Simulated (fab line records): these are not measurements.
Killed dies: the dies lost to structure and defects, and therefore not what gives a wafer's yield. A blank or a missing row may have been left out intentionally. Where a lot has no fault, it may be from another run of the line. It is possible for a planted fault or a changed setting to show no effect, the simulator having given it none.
fab line records ; flow sky130
record: lots: 6; wafers: 18; last_day: 50
route steps=708 shown PWDE@52 NWELL@56 PAD_OPEN@708
lots that met no fault: taken from a fault-free run of the same line
start_h: start of the lot's first displayed wafer, in hours after the record's first day ; wait_h: time in hours since the lot's previous step ; " unchanged from the row above ; L1.1+2: several wafers, shown together as one row ; - no value, or no start was given ; * or withheld: withheld ; < > ~ a bound
route shown NAME@n: NAME is a module with steps in the file, n the number in the route of the first one ; usual: mean/standard deviation of fault-free wafers ; same: alike in all rows ; chamber/n: place in a boat ; sites: readings site by site ; _std_site: standard deviation across them ; _edge_site: outer sites' mean less inner sites' ; radius_mm: for every site, how far away it sits from the centre of the wafer ; mask NAME#n: copy n ; behind: the most recent tool/chamber to have shaped the wafer ; hold: reason for holding the lot/hours on hold/outcome of the hold ; device: the n, p or np transistor that did not switch ; end of line: the same wafers' tests at the end of the route ; step lacking rows: just its recipe ; killed: dies that structure and defects cost at the first sort, which is not the same as the wafer's yield ; map: a wafer's dies, x killed, . not, _ none there
set.NAME: the setting as run; set.NAME@STEP: as run at that earlier step ; model.NAME: the simulator's own value behind a step, which no gauge read
lots at selected steps of the route; one table per step, one row per wafer
services: the hour from which a tool's chamber was out of use, counted from the record's first day as start_h (under 0 if before that day), plus the number of hours and why
== steps ==
step: SKY_PWDE_OVL_MEAS_07
usual: PWDE_OVL: 1.2/1.4
lot.wafer;tool;chamber;start_h;wait_h;PWDE_OVL[nm]
L528.1;overlay-01;-;113.25;-;3.1
L528.4;overlay-01;-;113.25;-;1.3
L528.6;overlay-01;-;113.25;-;2.0
L529.2;overlay-02;-;124.79;-;1.9
L529.3;overlay-02;-;124.79;-;0.2
L529.4;overlay-02;-;124.79;-;-0.8
L532.2;overlay-01;-;136.99;-;0.7
L532.4;overlay-01;-;136.99;-;1.5
L532.6;overlay-01;-;136.99;-;-2.0
L536.2;overlay-02;-;159.75;-;0.2
L536.3;overlay-02;-;159.75;-;0.5
L536.6;overlay-02;-;159.75;-;2.1
L537.1;overlay-02;-;164.80;-;2.7
L537.3;overlay-02;-;164.80;-;2.2
L537.5;overlay-02;-;164.80;-;1.5
L542.2;overlay-01;-;193.84;-;3.2
L542.3;overlay-01;-;193.84;-;2.5
L542.4;overlay-01;-;193.84;-;2.3
step: SKY_PWDE_IMPLANT_08
recipe: species: B; energy_kev: 150; dose_cm2: 3.6e+12; tilt_deg: withheld
step: SKY_PWDE_STRIP_09
recipe: chemistry: O2/N2; power_w: 1400; pressure_mtorr: 1500; platen_temp_c: withheld; o2_flow_sccm: 3000; n2_flow_sccm: 300; overash_fraction: 0.5
usual: drypump_motor_current_A: 5.7/0.41; oes_product_au: 0.723/0.0043; strip_time_to_endpoint_s: 36.92/0.1
lot.wafer;tool;chamber;start_h;wait_h;drypump_motor_current_A;oes_product_au;rf_hours_counter_h;strip_time_to_endpoint_s
L528.1;plasma_asher-01;0;113.43;0.1;6.3;0.726;39;36.91
L528.4;plasma_asher-01;1;113.43;0.1;5.4;0.722;-;37.06
L528.6;plasma_asher-01;0;113.43;0.1;6.4;0.720;-;36.98
L529.2;plasma_asher-04;0;124.97;0.1;6.0;0.722;1;36.86
L529.3;plasma_asher-04;1;124.97;0.1;5.6;0.723;-;36.98
L529.4;plasma_asher-04;0;124.97;0.1;6.0;0.717;-;37.00
L532.2;plasma_asher-03;0;137.17;0.1;5.1;0.728;33;36.85
L532.4;plasma_asher-03;1;137.17;0.1;6.0;0.721;-;36.83
L532.6;plasma_asher-03;0;137.17;0.1;5.0;0.729;-;36.84
L536.2;plasma_asher-04;1;159.93;0.1;5.7;0.719;4;36.90
L536.3;plasma_asher-04;1;159.93;0.1;5.7;0.717;-;37.05
L536.6;plasma_asher-04;1;159.93;0.1;5.7;0.721;-;37.02
L537.1;plasma_asher-04;0;164.98;0.1;6.0;0.720;4;36.75
L537.3;plasma_asher-04;0;164.98;0.1;6.0;0.723;-;36.80
L537.5;plasma_asher-04;1;164.98;0.1;5.7;0.722;-;36.85
L542.2;plasma_asher-03;1;194.02;0.1;6.0;0.719;39;36.76
L542.3;plasma_asher-03;0;194.02;0.1;5.0;0.716;-;36.80
L542.4;plasma_asher-03;1;194.02;0.1;6.0;0.724;-;36.79
step: SKY_PWDE_TW_MEAS_10
usual: PWDE_TW: 373/7
lot.wafer;tool;chamber;start_h;wait_h;PWDE_TW
L528.1;film_metro-04;-;113.53;0.1;380
L528.4;film_metro-04;-;113.53;0.1;379
L528.6;film_metro-04;-;113.53;0.1;379
L529.2;film_metro-01;-;125.08;0.1;369
L529.3;film_metro-01;-;125.08;0.1;368
L529.4;film_metro-01;-;125.08;0.1;368
L532.2;film_metro-04;-;137.28;0.1;381
L532.4;film_metro-04;-;137.28;0.1;381
L532.6;film_metro-04;-;137.28;0.1;380
L536.2;film_metro-04;-;160.04;0.1;383
L536.3;film_metro-04;-;160.04;0.1;382
L536.6;film_metro-04;-;160.04;0.1;380
L537.1;film_metro-01;-;165.08;0.1;370
L537.3;film_metro-01;-;165.08;0.1;372
L537.5;film_metro-01;-;165.08;0.1;370
L542.2;film_metro-02;-;194.13;0.1;363
L542.3;film_metro-02;-;194.13;0.1;365
L542.4;film_metro-02;-;194.13;0.1;364
step: SKY_NWELL_DEHYDRATE_03
recipe: temp_c: 200; time_s: 60
step: SKY_NWELL_HMDS_04
recipe: prime_time_s: 60; prime_temp_c: 120
step: SKY_NWELL_COAT_05
recipe: spin_rpm: 2000; resist_thk_nm: 3000
step: SKY_NWELL_SOFTBAKE_06
recipe: temp_c: 110; time_s: withheld
step: SKY_NWELL_EXPOSE_07
recipe: mask_id: NWM; na: 0.6; source_shape: conventional; sigma_outer: 0.6; polarization: unpolarized; target_cd_nm: 840; dose_mj: 255
step: SKY_NWELL_PEB_08
recipe: temp_c: 115; time_s: withheld
step: SKY_NWELL_DEVELOP_09
recipe: wall_angle_deg: 90; developer: TMAH; develop_time_s: 60; dev_temp_c: 23
step: SKY_NWELL_OVL_MEAS_10
usual: NWELL_00_OVL: -0.1/1.4
lot.wafer;tool;chamber;start_h;wait_h;NWELL_00_OVL[nm]
L528.1;overlay-01;-;136.50;-;1.8
L528.4;overlay-01;-;136.50;-;1.8
L528.6;overlay-01;-;136.50;-;0.9
L529.2;overlay-01;-;144.09;-;-1.5
L529.3;overlay-01;-;144.09;-;1.3
L529.4;overlay-01;-;144.09;-;0.1
L532.2;overlay-02;-;157.04;-;-0.8
L532.4;overlay-02;-;157.04;-;0.1
L532.6;overlay-02;-;157.04;-;2.1
L536.2;overlay-01;-;180.79;-;2.4
L536.3;overlay-01;-;180.79;-;-0.3
L536.6;overlay-01;-;180.79;-;2.2
L537.1;overlay-02;-;186.01;-;0.3
L537.3;overlay-02;-;186.01;-;-0.6
L537.5;overlay-02;-;186.01;-;0.9
L542.2;overlay-02;-;214.29;-;-2.1
L542.3;overlay-02;-;214.29;-;-3.0
L542.4;overlay-02;-;214.29;-;-3.0
step: SKY_NWELL_IMPLANT_11
recipe: species: P; energy_kev: 400; dose_cm2: 1.9e+13; tilt_deg: withheld
usual: beam_energy_keV: 399.99/0.12
lot.wafer;tool;chamber;start_h;wait_h;beam_energy_keV;model.implant.rp_nm;model.implant.drp_nm
L528.1;implanter-04;0;136.54;0.0;490.42;603.7;129.2
L528.4;implanter-04;0;136.54;0.0;490.43;603.7;129.2
L528.6;implanter-04;0;136.54;0.0;490.37;603.7;129.2
L529.2;implanter-04;0;144.14;0.0;490.36;590.3;129.2
L529.3;implanter-04;0;144.14;0.0;490.35;590.3;129.2
L529.4;implanter-04;0;144.14;0.0;490.17;590.3;129.2
L532.2;implanter-01;0;157.09;0.0;400.04;478.5;116.9
L532.4;implanter-01;0;157.09;0.0;399.89;478.5;116.9
L532.6;implanter-01;0;157.09;0.0;399.74;478.5;116.9
L536.2;implanter-01;0;180.84;0.0;399.96;514.9;116.9
L536.3;implanter-01;0;180.84;0.0;399.99;514.9;116.9
L536.6;implanter-01;0;180.84;0.0;399.98;514.9;116.9
L537.1;implanter-01;0;186.05;0.0;400.15;497.6;116.9
L537.3;implanter-01;0;186.05;0.0;400.00;497.6;116.9
L537.5;implanter-01;0;186.05;0.0;399.91;497.6;116.9
L542.2;implanter-01;0;214.34;0.0;400.19;485.8;116.9
L542.3;implanter-01;0;214.34;0.0;400.26;485.8;116.9
L542.4;implanter-01;0;214.34;0.0;400.27;485.8;116.9
step: SKY_NWELL_IMPLANT_12
recipe: species: P; energy_kev: 120; dose_cm2: 1.3e+12; tilt_deg: withheld
step: SKY_NWELL_IMPLANT_13
recipe: species: P; energy_kev: 50; dose_cm2: 7e+11; tilt_deg: withheld
step: SKY_NWELL_STRIP_14
recipe: chemistry: O2/N2; power_w: 1400; pressure_mtorr: 1500; platen_temp_c: withheld; o2_flow_sccm: 3000; n2_flow_sccm: 300; overash_fraction: 0.5
usual: drypump_motor_current_A: 5.7/0.38; oes_product_au: 0.722/0.0048; strip_time_to_endpoint_s: 36.91/0.11
lot.wafer;tool;chamber;start_h;wait_h;drypump_motor_current_A;oes_product_au;rf_hours_counter_h;strip_time_to_endpoint_s
L528.1;plasma_asher-01;0;136.99;0.1;6.4;0.721;42;37.00
L528.4;plasma_asher-01;1;136.99;0.1;5.4;0.722;-;37.02
L528.6;plasma_asher-01;0;136.99;0.1;6.4;0.717;-;37.13
L529.2;plasma_asher-02;0;144.57;0.1;5.6;0.725;47;36.89
L529.3;plasma_asher-02;0;144.57;0.1;5.6;0.720;-;36.89
L529.4;plasma_asher-02;1;144.57;0.1;5.8;0.723;-;36.86
L532.2;plasma_asher-02;1;157.52;0.1;5.8;0.720;48;36.78
L532.4;plasma_asher-02;0;157.52;0.1;5.6;0.722;-;36.82
L532.6;plasma_asher-02;1;157.52;0.1;5.8;0.732;-;36.82
L536.2;plasma_asher-03;0;181.27;0.1;5.0;0.726;38;36.92
L536.3;plasma_asher-03;0;181.27;0.1;5.0;0.709;-;36.77
L536.6;plasma_asher-03;0;181.27;0.1;5.0;0.724;-;36.84
L537.1;plasma_asher-03;0;186.50;0.1;5.1;0.721;38;36.85
L537.3;plasma_asher-03;1;186.50;0.1;6.0;0.719;-;36.86
L537.5;plasma_asher-03;0;186.50;0.1;5.1;0.722;-;36.79
L542.2;plasma_asher-03;1;214.77;0.1;6.0;0.724;42;36.99
L542.3;plasma_asher-03;1;214.77;0.1;6.1;0.719;-;37.02
L542.4;plasma_asher-03;0;214.77;0.1;5.1;0.721;-;37.08
step: SKY_NWELL_TW_MEAS_15
usual: NWELL_TW: 1808/31
lot.wafer;tool;chamber;start_h;wait_h;NWELL_TW
L528.1;film_metro-02;-;137.09;0.1;1813
L528.4;film_metro-02;-;137.09;0.1;1805
L528.6;film_metro-02;-;137.09;0.1;1813
L529.2;film_metro-02;-;144.68;0.1;1822
L529.3;film_metro-02;-;144.68;0.1;1813
L529.4;film_metro-02;-;144.68;0.1;1808
L532.2;film_metro-01;-;157.63;0.1;1804
L532.4;film_metro-01;-;157.63;0.1;1811
L532.6;film_metro-01;-;157.63;0.1;1796
L536.2;film_metro-04;-;181.38;0.1;1839
L536.3;film_metro-04;-;181.38;0.1;1837
L536.6;film_metro-04;-;181.38;0.1;1841
L537.1;film_metro-02;-;186.60;0.1;1780
L537.3;film_metro-02;-;186.60;0.1;1784
L537.5;film_metro-02;-;186.60;0.1;1782
L542.2;film_metro-04;-;214.88;0.1;1854
L542.3;film_metro-04;-;214.88;0.1;1850
L542.4;film_metro-04;-;214.88;0.1;1858
step: SKY_NWELL_DEHYDRATE_16
recipe: temp_c: 200; time_s: 60
step: SKY_NWELL_HMDS_17
recipe: prime_time_s: 60; prime_temp_c: 120
step: SKY_NWELL_COAT_18
recipe: spin_rpm: 2000; resist_thk_nm: 3000
step: SKY_NWELL_SOFTBAKE_19
recipe: temp_c: 110; time_s: withheld
step: SKY_NWELL_EXPOSE_20
recipe: mask_id: NWM_COMPLEMENT; na: 0.6; source_shape: conventional; sigma_outer: 0.6; polarization: unpolarized; target_cd_nm: 840; dose_mj: 260
step: SKY_NWELL_PEB_21
recipe: temp_c: 115; time_s: withheld
step: SKY_NWELL_DEVELOP_22
recipe: wall_angle_deg: 90; developer: TMAH; develop_time_s: 60; dev_temp_c: 23
step: SKY_NWELL_OVL_MEAS_23
usual: NWELL_01_OVL: 0.2/1.3
lot.wafer;tool;chamber;start_h;wait_h;NWELL_01_OVL[nm]
L528.1;overlay-02;-;156.93;-;-0.6
L528.4;overlay-02;-;156.93;-;1.6
L528.6;overlay-02;-;156.93;-;1.3
L529.2;overlay-01;-;164.84;-;-0.9
L529.3;overlay-01;-;164.84;-;0.5
L529.4;overlay-01;-;164.84;-;1.1
L532.2;overlay-02;-;178.39;-;1.3
L532.4;overlay-02;-;178.39;-;0.5
L532.6;overlay-02;-;178.39;-;2.2
L536.2;overlay-01;-;202.16;-;0.3
L536.3;overlay-01;-;202.16;-;-0.2
L536.6;overlay-01;-;202.16;-;-1.3
L537.1;overlay-01;-;206.88;-;2.2
L537.3;overlay-01;-;206.88;-;-0.1
L537.5;overlay-01;-;206.88;-;-0.3
L542.2;overlay-01;-;236.14;-;0.9
L542.3;overlay-01;-;236.14;-;0.6
L542.4;overlay-01;-;236.14;-;-0.4
step: SKY_NWELL_IMPLANT_24
recipe: species: B; energy_kev: 137.3; dose_cm2: 9.2e+12; tilt_deg: withheld
step: SKY_NWELL_STRIP_25
recipe: chemistry: O2/N2; power_w: 1400; pressure_mtorr: 1500; platen_temp_c: withheld; o2_flow_sccm: 3000; n2_flow_sccm: 300; overash_fraction: 0.5
usual: drypump_motor_current_A: 5.7/0.44; oes_product_au: 0.722/0.0046; strip_time_to_endpoint_s: 36.85/0.13
lot.wafer;tool;chamber;start_h;wait_h;drypump_motor_current_A;oes_product_au;rf_hours_counter_h;strip_time_to_endpoint_s
L528.1;plasma_asher-03;0;157.12;0.1;5.0;0.728;35;36.87
L528.4;plasma_asher-03;1;157.12;0.1;6.0;0.722;-;36.88
L528.6;plasma_asher-03;1;157.12;0.1;6.0;0.726;-;36.92
L529.2;plasma_asher-02;1;165.02;0.1;5.8;0.715;49;36.97
L529.3;plasma_asher-02;1;165.02;0.1;5.8;0.719;-;36.81
L529.4;plasma_asher-02;0;165.02;0.1;5.6;0.721;-;37.09
L532.2;plasma_asher-02;1;178.57;0.1;5.8;0.736;50;36.95
L532.4;plasma_asher-02;0;178.57;0.1;5.6;0.727;-;36.83
L532.6;plasma_asher-02;0;178.57;0.1;5.6;0.731;-;36.78
L536.2;plasma_asher-01;0;202.34;0.1;6.4;0.723;49;36.68
L536.3;plasma_asher-01;0;202.34;0.1;6.4;0.720;-;36.74
L536.6;plasma_asher-01;0;202.34;0.1;6.4;0.719;-;36.75
L537.1;plasma_asher-03;1;207.07;0.1;6.0;0.717;41;36.80
L537.3;plasma_asher-03;0;207.07;0.1;5.1;0.717;-;37.02
L537.5;plasma_asher-03;0;207.07;0.1;5.1;0.716;-;36.84
L542.2;plasma_asher-01;1;236.32;0.1;5.4;0.725;52;36.86
L542.3;plasma_asher-01;0;236.32;0.1;6.3;0.723;-;36.99
L542.4;plasma_asher-01;1;236.32;0.1;5.4;0.719;-;36.86
step: SKY_NWELL_TW_MEAS_26
usual: NWELL_2_TW: 494/9.5
lot.wafer;tool;chamber;start_h;wait_h;NWELL_2_TW
L528.1;film_metro-04;-;157.22;0.1;507
L528.4;film_metro-04;-;157.22;0.1;504
L528.6;film_metro-04;-;157.22;0.1;505
L529.2;film_metro-04;-;165.13;0.1;506
L529.3;film_metro-04;-;165.13;0.1;507
L529.4;film_metro-04;-;165.13;0.1;507
L532.2;film_metro-04;-;178.68;0.1;504
L532.4;film_metro-04;-;178.68;0.1;504
L532.6;film_metro-04;-;178.68;0.1;505
L536.2;film_metro-04;-;202.45;0.1;506
L536.3;film_metro-04;-;202.45;0.1;504
L536.6;film_metro-04;-;202.45;0.1;504
L537.1;film_metro-04;-;207.17;0.1;503
L537.3;film_metro-04;-;207.17;0.1;503
L537.5;film_metro-04;-;207.17;0.1;504
L542.2;film_metro-01;-;236.43;0.1;488
L542.3;film_metro-01;-;236.43;0.1;489
L542.4;film_metro-01;-;236.43;0.1;489
step: SKY_NWELL_CLEAN_27
recipe: chemistry: SC1/SC2; mix: 1:4:20; temp_c: 70; time_s: 150; dry: n2_spin
step: SKY_NWELL_RTA_28
recipe: temp_c: 1050; time_s: 30; idle_temp_c: 650; ramp_up_c_per_s: 150; ramp_down_c_per_s: 90; ambient: N2
usual: lamp_power_pct: 25.31/0.053; wafer_temp_C_max: 1054.7/0.84
lot.wafer;tool;chamber;start_h;wait_h;lamp_power_pct;wafer_temp_C_max
L528.1;rtp_anneal-02;0;157.33;0.0;25.32;1053.6
L528.4;rtp_anneal-02;0;157.33;0.0;25.38;1056.2
L528.6;rtp_anneal-02;0;157.33;0.0;25.27;1055.8
L529.2;rtp_anneal-02;0;165.26;0.0;25.30;1054.3
L529.3;rtp_anneal-02;0;165.26;0.0;25.24;1055.1
L529.4;rtp_anneal-02;0;165.26;0.0;25.35;1054.5
L532.2;rtp_anneal-01;0;178.79;0.0;25.32;1053.4
L532.4;rtp_anneal-01;0;178.79;0.0;25.37;1054.7
L532.6;rtp_anneal-01;0;178.79;0.0;25.38;1055.9
L536.2;rtp_anneal-02;0;202.57;0.0;25.30;1054.4
L536.3;rtp_anneal-02;0;202.57;0.0;25.40;1054.6
L536.6;rtp_anneal-02;0;202.57;0.0;25.34;1055.1
L537.1;rtp_anneal-01;0;207.28;0.0;25.32;1055.4
L537.3;rtp_anneal-01;0;207.28;0.0;25.34;1053.7
L537.5;rtp_anneal-01;0;207.28;0.0;25.35;1054.2
L542.2;rtp_anneal-02;0;236.54;0.0;25.20;1055.2
L542.3;rtp_anneal-02;0;236.54;0.0;25.32;1054.5
L542.4;rtp_anneal-02;0;236.54;0.0;25.32;1053.9
step: SKY_NWELL_RS_MEAS_29
recipe: thk_meas_gauge: four-point-probe
usual: NWELL_RS: 624.4/1.5
lot.wafer;tool;chamber;start_h;wait_h;NWELL_RS[ohm/sq]
L528.1;film_metro-02;-;157.53;0.2;596.1
L528.4;film_metro-02;-;157.53;0.2;595.2
L528.6;film_metro-02;-;157.53;0.2;594.3
L529.2;film_metro-02;-;165.45;0.2;599.0
L529.3;film_metro-02;-;165.45;0.2;596.8
L529.4;film_metro-02;-;165.45;0.2;599.0
L532.2;film_metro-02;-;178.90;0.1;625.2
L532.4;film_metro-02;-;178.90;0.1;624.8
L532.6;film_metro-02;-;178.90;0.1;624.7
L536.2;film_metro-01;-;202.67;0.1;626.6
L536.3;film_metro-01;-;202.67;0.1;626.2
L536.6;film_metro-01;-;202.67;0.1;626.1
L537.1;film_metro-02;-;207.38;0.1;622.4
L537.3;film_metro-02;-;207.38;0.1;623.4
L537.5;film_metro-02;-;207.38;0.1;622.9
L542.2;film_metro-04;-;236.68;0.1;623.6
L542.3;film_metro-04;-;236.68;0.1;626.8
L542.4;film_metro-04;-;236.68;0.1;624.7
step: SKY_PAD_OPEN_PROBE_99
usual: killed_at_M0_to_M3: 43/7.5; killed_at_M4_up: 3.2/1.9; killed_at_contacts: 24/4.9; killed_at_front_end: 15/4.3; killed_at_other: 0.4/0.72; killed_dies: 86/9.1; killed_open: 47/6.5; killed_short: 39/6.5
same: gross_dies: 492; killed_at_back_side: 0
lot.wafer;tool;chamber;start_h;wait_h;killed_at_M0_to_M3;killed_at_M4_up;killed_at_contacts;killed_at_front_end;killed_at_other;killed_dies;killed_open;killed_short;model.etest.nfet_16v.r_on_ohm_um;model.etest.res_nwell.line_ohm_um;model.etest.res_nwell.rs_ohm_sq;model.etest.pfet_g5v0d10v5.r_on_ohm_um;model.etest.tip_p_5v.rs_ohm_sq;model.etest.pfet_g5v0d10v5.drive_ua_um;model.etest.pfet_16v.drive_ua_um;model.etest.nfet_16v.drive_ua_um
L528.1;prober-02;-;1136.38;0.1;34;6;30;21;0;91;52;39;1.674e+04;840.7;716.8;4590;2706;370.7;271.7;217.3
L528.4;prober-02;-;1136.53;0.2;39;4;19;18;0;80;46;34;1.703e+04;861.7;746.5;4577;2709;366.6;254.1;212.1
L528.6;prober-02;-;1136.63;0.2;42;2;24;17;0;85;42;43;1.702e+04;845.8;740.1;4662;2729;362;256.7;210
L529.2;prober-01;-;1148.83;0.1;44;2;28;14;0;88;56;32;1.726e+04;873.8;770.1;4495;2720;372.9;244.7;208.4
L529.3;prober-01;-;1148.88;0.2;42;1;18;23;0;84;42;40;1.745e+04;881.7;753.6;4566;2689;370.2;263.4;209.9
L529.4;prober-01;-;1148.93;0.2;62;2;27;19;0;110;55;55;1.73e+04;872.7;750.8;4503;2721;374.3;269.8;214.4
L532.2;prober-02;-;1156.21;0.1;47;5;21;20;0;93;44;49;1.415e+04;1244;1057;4760;2874;340.4;223.6;220.9
L532.4;prober-02;-;1156.31;0.2;45;3;28;12;0;88;41;47;1.421e+04;1249;1060;4778;2868;343.4;221.1;219.1
L532.6;prober-02;-;1156.41;0.2;45;1;24;10;0;80;52;27;1.404e+04;1219;1042;4604;2880;350.2;234.2;225.3
L536.2;prober-02;-;1176.35;0.1;55;5;16;11;0;87;51;36;1.449e+04;1016;872.9;4706;2810;349.3;254.7;218.1
L536.3;prober-02;-;1176.40;0.2;33;5;27;20;0;85;49;36;1.458e+04;1005;858.2;4717;2801;345.7;255.8;216.2
L536.6;prober-02;-;1176.55;0.2;42;4;25;15;1;87;57;30;1.445e+04;1054;908.1;4677;2817;350;231;217.9
L537.1;prober-01;-;1184.15;0.1;41;1;36;21;0;99;57;42;1.409e+04;1126;939.5;4704;2835;341.6;246.1;220.3
L537.3;prober-01;-;1184.25;0.2;40;6;36;15;0;97;51;45;1.411e+04;1106;931.1;4602;2817;348;249.2;217.1
L537.5;prober-01;-;1184.35;0.2;47;7;21;19;1;95;41;49;1.434e+04;1187;993.1;4765;2838;341.5;234;215.7
L542.2;prober-02;-;1206.44;0.1;38;1;28;13;0;80;42;37;1.414e+04;1281;1068;4724;2871;345.4;233.7;224.1
L542.3;prober-02;-;1206.49;0.2;29;2;36;10;1;78;42;35;1.429e+04;1246;1030;4738;2879;343.2;238.5;218.9
L542.4;prober-02;-;1206.54;0.2;34;4;25;15;1;79;49;29;1.435e+04;1302;1092;4811;2901;334.7;226.5;219.9
killed by level:class
L528.1 CONTACT:geometric_particle:open=15 VIA1:geometric_particle:open=10 VIA2:geometric_particle:open=8 POLY_GATE:geometric_particle:open=6 LI_CONTACT:geometric_particle:open=6 FIELD_ISO:geometric_particle:short=5 CONTACT:geometric_particle:short=5 METAL4:geometric_particle:short=5
L528.4 VIA1:geometric_particle:open=9 FIELD_ISO:geometric_particle:short=8 CONTACT:geometric_particle:open=8 VIA1:geometric_particle:short=7 LI_CONTACT:geometric_particle:open=6 VIA3:geometric_particle:open=6 FIELD_ISO:geometric_particle:open=4 METAL2:geometric_particle:short=4
L528.6 VIA1:geometric_particle:open=11 LI_CONTACT:geometric_particle:open=8 METAL2:geometric_particle:short=8 FIELD_ISO:geometric_particle:short=7 METAL1:geometric_particle:short=7 CONTACT:geometric_particle:open=7 CONTACT:geometric_particle:short=6 VIA3:geometric_particle:open=5
L529.2 CONTACT:geometric_particle:open=12 VIA1:geometric_particle:open=12 VIA2:geometric_particle:open=8 METAL2:geometric_particle:short=8 VIA1:geometric_particle:short=6 LI_CONTACT:geometric_particle:open=5 LOCAL_INTERCONNECT:geometric_particle:short=4 VIA3:geometric_particle:open=4
L529.3 VIA3:geometric_particle:open=10 FIELD_ISO:geometric_particle:open=7 METAL1:geometric_particle:short=6 CONTACT:geometric_particle:open=6 METAL2:geometric_particle:short=6 CONTACT:geometric_particle:short=5 POLY_GATE:geometric_particle:open=4 LI_CONTACT:geometric_particle:open=4
L529.4 VIA1:geometric_particle:open=18 CONTACT:geometric_particle:open=10 VIA1:geometric_particle:short=8 LOCAL_INTERCONNECT:geometric_particle:short=7 METAL2:geometric_particle:short=7 VIA3:geometric_particle:open=7 VIA2:geometric_particle:open=6 VIA3:geometric_particle:short=6
L532.2 VIA3:geometric_particle:open=13 FIELD_ISO:geometric_particle:open=7 FIELD_ISO:geometric_particle:short=6 CONTACT:geometric_particle:open=6 VIA1:geometric_particle:open=6 METAL4:geometric_particle:short=5 METAL1:geometric_particle:short=5 VIA1:geometric_particle:short=5
L532.4 METAL1:geometric_particle:short=10 VIA3:geometric_particle:open=9 CONTACT:geometric_particle:short=7 LI_CONTACT:geometric_particle:open=6 VIA1:geometric_particle:open=6 VIA2:geometric_particle:open=6 FIELD_ISO:geometric_particle:short=5 LOCAL_INTERCONNECT:geometric_particle:short=5
L532.6 VIA1:geometric_particle:open=11 CONTACT:geometric_particle:open=10 VIA3:geometric_particle:open=9 CONTACT:geometric_particle:short=6 VIA2:geometric_particle:open=6 FIELD_ISO:geometric_particle:open=5 LI_CONTACT:geometric_particle:open=5 METAL1:geometric_particle:short=4
L536.2 VIA1:geometric_particle:open=14 METAL2:geometric_particle:short=9 VIA2:geometric_particle:open=7 CONTACT:geometric_particle:open=6 LI_CONTACT:geometric_particle:open=6 VIA1:geometric_particle:short=6 POLY_GATE:geometric_particle:short=4 VIA3:geometric_particle:open=4
L536.3 VIA1:geometric_particle:open=10 CONTACT:geometric_particle:open=10 LI_CONTACT:geometric_particle:open=7 FIELD_ISO:geometric_particle:open=6 FIELD_ISO:geometric_particle:short=6 METAL4:geometric_particle:short=5 POLY_GATE:geometric_particle:short=4 METAL3:geometric_particle:short=4
L536.6 VIA1:geometric_particle:open=12 LI_CONTACT:geometric_particle:open=9 VIA2:geometric_particle:open=9 CONTACT:geometric_particle:open=8 VIA3:geometric_particle:open=7 POLY_GATE:geometric_particle:open=5 METAL1:geometric_particle:short=4 LI_CONTACT:geometric_particle:short=4
L537.1 LI_CONTACT:geometric_particle:open=12 CONTACT:geometric_particle:open=11 FIELD_ISO:geometric_particle:open=9 METAL2:geometric_particle:short=8 VIA2:geometric_particle:open=8 LOCAL_INTERCONNECT:geometric_particle:short=6 VIA1:geometric_particle:open=6 CONTACT:geometric_particle:short=4
L537.3 CONTACT:geometric_particle:open=15 LI_CONTACT:geometric_particle:open=7 METAL2:geometric_particle:short=7 LOCAL_INTERCONNECT:geometric_particle:short=6 VIA1:geometric_particle:short=6 VIA2:geometric_particle:open=5 POLY_GATE:geometric_particle:open=4 METAL2:geometric_particle:open=4
L537.5 METAL1:geometric_particle:short=7 FIELD_ISO:geometric_particle:short=6 VIA2:geometric_particle:open=6 VIA3:geometric_particle:open=6 FIELD_ISO:geometric_particle:open=5 LOCAL_INTERCONNECT:geometric_particle:short=5 CONTACT:geometric_particle:short=5 VIA1:geometric_particle:open=5
L542.2 LI_CONTACT:geometric_particle:open=12 VIA1:geometric_particle:open=9 CONTACT:geometric_particle:open=5 VIA1:geometric_particle:short=5 VIA2:geometric_particle:short=5 FIELD_ISO:geometric_particle:short=4 METAL1:geometric_particle:open=4 VIA3:geometric_particle:open=4
L542.3 LI_CONTACT:geometric_particle:open=10 CONTACT:geometric_particle:open=7 CONTACT:geometric_particle:short=6 LOCAL_INTERCONNECT:geometric_particle:short=6 VIA2:geometric_particle:open=6 VIA3:geometric_particle:open=6 LI_CONTACT:geometric_particle:short=4 VIA1:geometric_particle:short=4
L542.4 VIA1:geometric_particle:open=11 LI_CONTACT:geometric_particle:open=8 CONTACT:geometric_particle:open=7 VIA2:geometric_particle:open=6 FIELD_ISO:geometric_particle:open=5 CONTACT:geometric_particle:short=5 FIELD_ISO:geometric_particle:short=4 VIA1:geometric_particle:short=4
== services ==
tool;chamber;start_h;hours;kind
plasma_asher-03;-;90.71;2.8;pm
implanter-01;-;97.49;1.3;repair
plasma_asher-04;-;108.75;9.0;pm
plasma_asher-04;0;108.75;9.0;vent_cycle
plasma_asher-04;1;108.75;9.0;vent_cycle
plasma_asher-03;-;115.91;0.9;repair
plasma_asher-04;0;117.75;-;clean
plasma_asher-04;1;117.75;-;clean
implanter-01;-;127.23;0.7;repair
implanter-04;-;127.55;3.6;pm
rtp_anneal-01;-;158.33;4.3;pm
plasma_asher-04;-;187.45;57.9;repair
implanter-04;-;193.37;4.9;repair
plasma_asher-01;-;206.61;5.0;repair
implanter-04;-;213.44;3.6;repair
implanter-01;-;228.67;4.7;pm
== key ==
first_sign: step: SKY_NWELL_IMPLANT_11; reading: beam_energy_keV; direction: up; sigmas: 99+; usual: *; struck: *
effect: step: SKY_NWELL_RS_MEAS_29; reading: NWELL_RS; direction: down; sigmas: 18; usual: 624.4; struck: 596.7
model_effect: step: SKY_NWELL_IMPLANT_11; value: implant.rp_nm; without: 498.3; struck: 597
model_effect: step: SKY_PAD_OPEN_PROBE_99; value: etest.nfet_16v.r_on_ohm_um; without: 1.405e+04; struck: 1.713e+04
met_at SKY_NWELL_IMPLANT_11
struck_wafers L528.1,L528.4,L528.6,L529.2,L529.3,L529.4
tester_left_out L528,L529
fault: kind: process_parameter_drift; tool: implanter-04; chamber: -; onset_h: 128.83; steps: SKY_NWELL_IMPLANT_11; channel: energy_kev; offset: *; shape: step; end_h: 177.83; acts_in: *; stated: *
tester_left_out: of these lots the tester's yield and bins aren't shown, on N5 and GAA mostly nor the transistor test; their killed dies are dies lost to structure and defects alone, not to doping, threshold or leakage, so they don't give the yield
